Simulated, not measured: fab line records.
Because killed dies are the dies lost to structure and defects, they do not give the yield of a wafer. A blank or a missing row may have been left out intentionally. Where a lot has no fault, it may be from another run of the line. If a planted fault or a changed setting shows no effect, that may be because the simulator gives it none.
A lot that was struck, set against a sound lot    flow sky130    15 steps out of a route of 708
Sound: wafers L775.1, L775.5, L775.6. Struck: wafers L781.3, L781.4, L781.5. The cause is given at the end.
For every step that has rows: the tool of each side, followed by ch and its chambers, followed by its first start. Under that, the readings that differ: sound wafers    struck wafers    difference of the means    sigmas: that difference in standard deviations of wafers without a fault.
alike: a reading whose means differ by less than 2 such deviations, as well as words and numbers matching on both sides. not compared: withheld readings; readings where some wafer has no value; bounds like >300 that might hide an equal value; numbers whose values overlap and for which the record gives no deviation.
Wherever a step has rows on one side only, a row that says differs or no value, or a row with sigmas, the two part there. Non-overlapping numbers with no deviation appear without sigmas and do not part them. A reading that every wafer of one side lacks parts them only if that side has two wafers or more.

SKY_LDD_LDN_TW_MEAS_13:
  sound on filmMetro-03 at day 26 23:55; struck on filmMetro-03 at day 28 22:50
  alike: LDD_LDN_TW
then, 2 steps without rows for these wafers: SKY_LDD_LDN_CLEAN_14 (cleans in SC1/SC2, time 150 s); SKY_SPACER_CVD_00 (deposits Si3N4 from DCS/NH3, target thk 43.1 nm, time 740 s).
SKY_SPACER_THK_MEAS_01:
  sound on filmMetro-04 at day 27 01:14; struck on filmMetro-04 at day 29 00:43
  alike: SPACER_CVD_00_THK
SKY_SPACER_ETCHBACK_02: etches Si3N4 in CH3F/O2, stops on SiO2, time 46.7 s, target depth 45 nm.
  sound on rieDiel-04 ch 0,1,3, day 27 01:18; struck on rieDiel-03 ch 0,3, day 29 00:46
  alike: O2_flow_sccm, drypumpMotorCurrentA, oesProductAu, rfFwdPowerW, throttleValvePct
  not compared: rfHoursCounterH
then, 7 steps without rows for these wafers: SKY_POLY_CUT_DEHYDRATE_00 (time 60 s); SKY_POLY_CUT_HMDS_01 (prime time 60 s); SKY_POLY_CUT_COAT_02 (resist thk 60 nm); SKY_POLY_CUT_COAT_03 (resist thk 450 nm); SKY_POLY_CUT_SOFTBAKE_04 (time 90 s); SKY_POLY_CUT_EXPOSE_05 (exposes mask NPCM, target cd 270 nm); SKY_POLY_CUT_PEB_06.
SKY_POLY_CUT_DEVELOP_07: develop time 60 s.
  sound on lithoTrack-01 ch 0, day 28 05:00; struck on lithoTrack-02 ch 0, day 30 05:00
reading             sound              struck             difference  sigmas
developerTempC (C)  21.02 20.99 21.06  20.12 20.23 20.09  -0.88       -9
SKY_POLY_CUT_CD_MEAS_08: target cd 270 nm.
  sound on cdSem-01 at day 28 05:47; struck on cdSem-02 at day 30 05:37
  alike: cdNm
then, 1 step without rows for these wafers: SKY_PAD_OPEN_PROBE_99.

== WHERE THEY PART ==
At SKY_POLY_CUT_DEVELOP_07 and nowhere else, as far as this record goes. Later steps at which nothing parts them and some readings are alike: SKY_POLY_CUT_CD_MEAS_08.

WHY: what had been put in by the simulator
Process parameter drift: lithoTrack-02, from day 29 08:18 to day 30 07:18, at SKY_POLY_CUT_DEVELOP_07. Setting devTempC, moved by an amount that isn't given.
